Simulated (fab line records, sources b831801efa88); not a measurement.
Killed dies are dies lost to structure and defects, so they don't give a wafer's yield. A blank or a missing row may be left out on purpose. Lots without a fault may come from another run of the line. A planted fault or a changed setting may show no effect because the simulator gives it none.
Problem report in the 8D (eight disciplines) form, filled by code | flow gf180mcu | the parts of the form that need people (team, actions taken, sign-off) are left out

1. THE PROBLEM
oes_product_au at GF_PASSIVATION_ETCH_11 reads a mean of 0.864 a.u. on 3 wafers of 2 lots; wafers without a fault read 0.989 a.u. with a standard deviation of 0.0067. That is -19 standard deviations from the usual mean.
The step: etches the open film in CF4/O2, stops on TiN, target depth 2040 nm, time 453.3 s.
First seen on wafer L322.1, day 33 05:46, on rie_diel-04. The record holds 31 wafers of 11 lots with a number at this step. Rule for "out", or "out of limits": more than 4 standard deviations from the usual mean. The other wafers with a number count as sound.

2. WHAT IT IS AND WHAT IT IS NOT
question                    | is                     | is not
which readings at this step | oes_product_au         | cf4_flow_sccm, drypump_motor_current_A
which lots                  | L322, L323             | L308, L309, L310, L311, L317, L325, L326, L328, L330
which wafers of those lots  | L322.1, L322.3, L323.1 | L323.4
read on which tools         | rie_diel-04            | rie_diel-01, rie_diel-03
when                        | from day 33 05:46      | up to then (15 sound wafers); but 13 sound wafers of L323, L325, L326, L328, L330 came after

3. SUSPECTS, AND WHAT RULES EACH OUT
Counting: a tool at a process step up to the reading stays a suspect if it ran every lot that is out. Sound lots after the first of them don't rule it out here, since some wafers of a struck lot are sound.
- rie_diel-04 at GF_PASSIVATION_ETCH_11 (etches the open film in CF4/O2, stops on TiN, target depth 2040 nm, time 453.3 s): kept. It ran every lot that is out, first L322 (day 33 05:46); its last sound lot up to then is L308 (day 29 07:25). Its own readings are out on those wafers: oes_product_au.
- Within rie_diel-04 at GF_PASSIVATION_ETCH_11: the wafers that are out ran in chambers 0, 1, 3; their sound lot-mates ran in chamber 2.
Left after counting: rie_diel-04 at GF_PASSIVATION_ETCH_11.

4. THE CAUSE (what the simulator had put in)
Process parameter drift: rie_diel-04, from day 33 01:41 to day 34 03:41, at GF_PASSIVATION_ETCH_11. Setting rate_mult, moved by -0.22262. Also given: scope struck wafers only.
Counting left only this tool.

5. THE CHAIN OF EFFECTS, in route order
Each row: a reading whose mean over the struck wafers that have a number lies more than 3 standard deviations from the usual. Only readings for which the record gives a usual standard deviation are gone through. hours: the time from each lot's start at the first step in this table that gives one to its start at this step, as a median over the lots. sigmas: the change in usual standard deviations.
hours | step                    | reading                  | usual      | on struck wafers | change | sigmas
0     | GF_PASSIVATION_ETCH_11  | oes_product_au           | 0.989 a.u. | 0.864            | -0.125 | -19
0     | GF_PASSIVATION_ETCH_11  | throttle_valve_pct       | 5.967 %    | 5.924            | -0.043 | -4.5
0     | GF_PASSIVATION_STRIP_12 | strip_time_to_endpoint_s | 32.97 s    | 36.36            | +3.39  | +13
2     | GF_PASSIVATION_PROBE_99 | defect_limited_yield     | 90.2 %     | 0.1              | -90.1  | -69
2     | GF_PASSIVATION_PROBE_99 | killed_at_other          | 0.0        | 445.3            | +445.3 | +99 or more
2     | GF_PASSIVATION_PROBE_99 | killed_dies              | 48         | 491              | +443   | +72
2     | GF_PASSIVATION_PROBE_99 | killed_on_rim            | 9          | 96               | +87    | +29
2     | GF_PASSIVATION_PROBE_99 | sort_bin_5_function      | 5.8 %      | 96.1             | +90.3  | +82
2     | GF_PASSIVATION_PROBE_99 | sort_n_pass              | 444        | 1                | -443   | -72
2     | GF_PASSIVATION_PROBE_99 | sort_yield_pct           | 90.2 %     | 0.1              | -90.1  | -69
The process steps in it:
- GF_PASSIVATION_ETCH_11: etches the open film in CF4/O2, stops on TiN, target depth 2040 nm, time 453.3 s.
- GF_PASSIVATION_STRIP_12: strips in O2/N2.
- GF_PASSIVATION_PROBE_99

6. WHAT WOULD HAVE CAUGHT IT SOONER
In this record the first reading out of limits was taken at day 33 05:46, 4 hours after the fault began at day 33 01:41.
